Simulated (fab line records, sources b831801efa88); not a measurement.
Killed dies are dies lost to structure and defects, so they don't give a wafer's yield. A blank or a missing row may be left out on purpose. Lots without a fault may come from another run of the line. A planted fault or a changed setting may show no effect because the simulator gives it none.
Problem report in the 8D (eight disciplines) form, filled by code | flow gf180mcu | the parts of the form that need people (team, actions taken, sign-off) are left out

1. THE PROBLEM
CONTACT_CVD_00_THK at GF_CONTACT_THK_MEAS_01 reads a mean of 449.4 nm on 6 wafers of 2 lots; wafers without a fault read 300.7 nm with a standard deviation of 3. That is +50 standard deviations from the usual mean.
First seen on wafer L215.1, day 20 05:14, on film_metro-02. The record holds 39 wafers of 13 lots with a number at this step. Rule for "out", or "out of limits": more than 4 standard deviations from the usual mean. The other wafers with a number count as sound.

2. WHAT IT IS AND WHAT IT IS NOT
question                    | is                           | is not
which readings at this step | CONTACT_CVD_00_THK           | -
which lots                  | L215, L216                   | L203, L204, L205, L206, L208, L210, L211, L212, L214, L222, L224
which wafers of those lots  | all that have a number       | -
read on which gauges        | film_metro-01, film_metro-02 | film_metro-04
when                        | from day 20 05:14            | up to then (27 sound wafers); but 6 sound wafers of L222, L224 came after

3. SUSPECTS, AND WHAT RULES EACH OUT
Counting: a tool at a process step up to the reading stays a suspect if it ran every lot that is out and no sound lot after the first of them.
- the gauge at GF_CONTACT_THK_MEAS_01: ruled out. The wafers that are out were read on 2 gauges (film_metro-01, film_metro-02).
- hdpcvd-02 at GF_CONTACT_CVD_00 (deposits SiO2, target thk 300 nm, time 50 s): kept. It ran every lot that is out, first L215 (day 20 05:11), and no sound lot after that; its last sound lot up to then is L214 (day 19 21:00). Its own readings are out on those wafers: sih4_flow_sccm.
Left after counting: hdpcvd-02 at GF_CONTACT_CVD_00.

4. THE CAUSE (what the simulator had put in)
Process parameter drift: hdpcvd-02, from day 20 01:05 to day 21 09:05, at GF_CONTACT_CVD_00. Setting sih4_flow_sccm, moved by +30, from 60. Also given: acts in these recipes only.
Counting left only this tool.

5. THE CHAIN OF EFFECTS, in route order
Each row: a reading whose mean over the struck wafers that have a number lies more than 3 standard deviations from the usual. Only readings for which the record gives a usual standard deviation are gone through. hours: the time from each lot's start at the first step in this table that gives one to its start at this step, as a median over the lots. sigmas: the change in usual standard deviations.
hours | step                   | reading            | usual      | on struck wafers | change | sigmas
0     | GF_CONTACT_CVD_00      | sih4_flow_sccm     | 60.03 sccm | 90.05            | +30.02 | +99 or more
0     | GF_CONTACT_THK_MEAS_01 | CONTACT_CVD_00_THK | 300.7 nm   | 449.4            | +148.7 | +50
-     | GF_CONTACT_ETCH_17     | oes_product_au     | 0.816 a.u. | 0.892            | +0.076 | +16
The process steps in it:
- GF_CONTACT_CVD_00: deposits SiO2, target thk 300 nm, time 50 s.
- GF_CONTACT_ETCH_17: etches SiO2 in C4F8/O2/Ar, stops on CoSi2, target depth 860 nm.

6. WHAT WOULD HAVE CAUGHT IT SOONER
In this record the first reading out of limits at a measuring or inspecting step was taken at day 20 05:14, 4 hours after the fault began at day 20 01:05.
The tool's own readings at GF_CONTACT_CVD_00 were out on every struck wafer that the step has a row for (sih4_flow_sccm): an alarm limit on them would have fired on the first of those.
Of the lots that are out (2), L216 began GF_CONTACT_CVD_00 on hdpcvd-02 after day 20 05:14. A hold on the tool at that time would have spared it.
